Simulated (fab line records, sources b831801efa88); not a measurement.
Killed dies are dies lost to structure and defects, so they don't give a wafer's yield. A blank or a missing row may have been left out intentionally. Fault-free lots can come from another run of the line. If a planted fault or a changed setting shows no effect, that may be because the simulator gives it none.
Which tool did it? ; flow sky130 ; 11 lots with 33 wafers sampled at 5 steps, on a route of 708 steps

WHAT EACH GAUGE READ, for each wafer
SKY_PASSIVATION_THK_MEAS_03.
lot;measured;on;PASSIVATION_CVD_02_THK (nm)
L801;day 44 05:58;film_metro-02;540 540 548
L802;day 44 11:18;film_metro-01;538 538 545
L805;day 45 15:47;film_metro-01;530 536 532
L808;day 45 22:58;film_metro-03;539 530 538
L809;day 46 07:41;film_metro-02;534 543 546
L810;day 46 14:59;film_metro-02;551 536 550
L812;day 47 04:53;film_metro-02;523 536 544
L813;day 47 08:14;film_metro-03;522 539 533
L819;day 48 19:16;film_metro-01;536 533 547
L821;day 49 09:28;film_metro-01;531 542 547
L823;day 49 10:46;film_metro-03;529 546 536

EACH LOT AND THE TOOL THAT RAN IT (in order: tool; ch and the chambers of the sampled wafers; start)
lot;SKY_VIA2_ETCH_15;SKY_METAL3_SPUTTER_02;SKY_METAL5_METAL_ETCH_15;SKY_METAL5_STRIP_16
L801;rie_diel-04 ch 0,2,3, day 36 16:22;pvd_sputter-01, day 36 17:44;rie_metal-02 ch 0,1, day 44 04:46;plasma_asher-02 ch 0,1, day 44 05:00
L802;rie_diel-02 ch 0,1,2, day 36 20:56;pvd_sputter-03, day 36 22:19;rie_metal-04 ch 0, day 44 10:07;plasma_asher-04 ch 1, day 44 10:21
L805;rie_diel-02 ch 1,2, day 38 06:16;pvd_sputter-01, day 38 07:39;rie_metal-04 ch 0,1, day 45 14:38;plasma_asher-01 ch 0, day 45 14:53
L808;rie_diel-01 ch 0,1,3, day 38 16:50;pvd_sputter-01, day 38 18:21;rie_metal-02 ch 0, day 45 21:24;plasma_asher-02 ch 0,1, day 45 21:52
L809;rie_diel-02 ch 0,1,2, day 39 05:56;pvd_sputter-01, day 39 07:19;rie_metal-04 ch 0,1, day 46 06:31;plasma_asher-02 ch 0,1, day 46 06:45
L810;rie_diel-02 ch 1,2, day 39 10:52;pvd_sputter-01, day 39 12:16;rie_metal-02 ch 0, day 46 13:33;plasma_asher-02 ch 0,1, day 46 14:01
L812;rie_diel-04 ch 0,2,3, day 40 04:43;pvd_sputter-03, day 40 08:40;rie_metal-02 ch 0,1, day 47 03:48;plasma_asher-01 ch 0,1, day 47 03:59
L813;rie_diel-01 ch 1,2, day 40 10:17;pvd_sputter-03, day 40 11:55;rie_metal-02 ch 0,1, day 47 07:04;plasma_asher-04 ch 0,1, day 47 07:18
L819;rie_diel-04 ch 0,3, day 42 03:47;pvd_sputter-02, day 42 05:16;rie_metal-02 ch 1, day 48 18:07;plasma_asher-01 ch 0,1, day 48 18:21
L821;rie_diel-01 ch 2,3, day 42 20:11;pvd_sputter-03, day 42 21:35;rie_metal-04 ch 0,1, day 49 08:19;plasma_asher-01 ch 0,1, day 49 08:33
L823;rie_diel-04 ch 2,3, day 42 22:01;pvd_sputter-02, day 43 00:13;rie_metal-03 ch 0,1, day 49 09:41;plasma_asher-02 ch 0,1, day 49 09:53
- SKY_VIA2_ETCH_15: etches SiO2 in C4F8/O2/Ar, stops on TiN, target depth 546 nm, time 84 s.
- SKY_METAL3_SPUTTER_02: material AlCu, target thk 735 nm, time 39.1 s.
- SKY_METAL5_METAL_ETCH_15: etches the open film in Cl2/BCl3, stops on SiO2, target depth 1260 nm, time 252 s.
- SKY_METAL5_STRIP_16: strips in O2/N2.

WHAT THE TOOLS THEMSELVES READ (means of the sampled wafers that have a number; where no wafer has one, the mark that the record gives instead)
SKY_VIA2_ETCH_15.
lot;tool;oes_product_au (a.u.)
L801;rie_diel-04;0.942
L802;rie_diel-02;0.937
L805;rie_diel-02;0.944
L808;rie_diel-01;0.941
L809;rie_diel-02;0.942
L810;rie_diel-02;0.941
L812;rie_diel-04;0.943
L813;rie_diel-01;0.937
L819;rie_diel-04;0.940
L821;rie_diel-01;0.945
L823;rie_diel-04;0.940

SKY_METAL3_SPUTTER_02.
lot;tool;cathode_dc_power_W (W);throttle_valve_pct (%)
L801;pvd_sputter-01;10600;28.6
L802;pvd_sputter-03;10599;29.2
L805;pvd_sputter-01;10599;31.5
L808;pvd_sputter-01;10601;31.0
L809;pvd_sputter-01;10600;31.0
L810;pvd_sputter-01;10600;30.1
L812;pvd_sputter-03;10600;29.2
L813;pvd_sputter-03;10599;29.7
L819;pvd_sputter-02;10601;30.3
L821;pvd_sputter-03;10599;29.7
L823;pvd_sputter-02;10599;29.7

SKY_METAL5_METAL_ETCH_15.
lot;tool;drypump_motor_current_A (A);oes_product_au (a.u.);throttle_valve_pct (%)
L801;rie_metal-02;5.9;0.892;22.256
L802;rie_metal-04;5.9;0.892;22.265
L805;rie_metal-04;5.7;0.896;22.264
L808;rie_metal-02;5.2;0.893;22.253
L809;rie_metal-04;5.4;0.890;22.260
L810;rie_metal-02;5.2;0.894;22.266
L812;rie_metal-02;5.9;0.894;22.268
L813;rie_metal-02;5.6;0.901;22.265
L819;rie_metal-02;6.3;0.894;22.250
L821;rie_metal-04;5.7;0.891;22.270
L823;rie_metal-03;5.3;0.891;22.257

SKY_METAL5_STRIP_16.
lot;tool;drypump_motor_current_A (A);n2_flow_sccm (sccm);oes_product_au (a.u.);strip_time_to_endpoint_s (s)
L801;plasma_asher-02;5.59;299.8;0.711;13.11
L802;plasma_asher-04;5.19;300.4;0.712;13.14
L805;plasma_asher-01;5.22;300.2;0.706;13.16
L808;plasma_asher-02;5.49;299.5;0.713;13.03
L809;plasma_asher-02;5.61;298.9;0.710;13.04
L810;plasma_asher-02;5.60;300.3;0.715;13.14
L812;plasma_asher-01;5.29;300.4;0.714;13.21
L813;plasma_asher-04;5.19;300.4;0.672;10.58
L819;plasma_asher-01;5.29;300.0;0.649;10.29
L821;plasma_asher-01;5.30;299.8;0.708;13.11
L823;plasma_asher-02;5.51;299.4;0.707;13.10

THE ANSWER, worked out from the rows above alone
Rule: usual is defined by the lots themselves. The widest of any qualifying gaps counts: lots, ordered by their means at a reading, are off when they make up no more than a third of the lots, leave a main group of 4 or more, and stand apart from it by 3 or more times the standard deviation of that group's means. If all means in a main group match to the digits the tables above print for the reading, that group is not used. A lot without any number at a reading at which 4 lots or more have one is off too. Any other lot the step has rows for is counted as sound. The gauges are gone through in route order, then the tools' own readings, and for those a lot's mean is taken as printed above. The first step at which some lot is off is used, and at that step the reading that is off furthest; a lot without a number counts as furthest.
Off: L813, L819, at SKY_METAL5_STRIP_16 (strip_time_to_endpoint_s). Main group: mean 13.12 s, sd 0.053.
A tool fits if, at that step or a process step before it, it ran every lot that is off, and no sound lot after the first of them. One candidate fits, namely rie_metal-02 at SKY_METAL5_METAL_ETCH_15. Its last sound lot is L812 (day 47 03:48), its first lot that is off L813 (day 47 07:04): a fault that began between those two fits.

WHAT HAD BEEN PUT IN BY THE SIMULATOR
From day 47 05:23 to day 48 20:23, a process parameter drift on rie_metal-02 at SKY_METAL5_METAL_ETCH_15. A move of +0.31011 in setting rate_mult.
Struck lots among those shown: L813, L819. This agrees with what the rule above found.
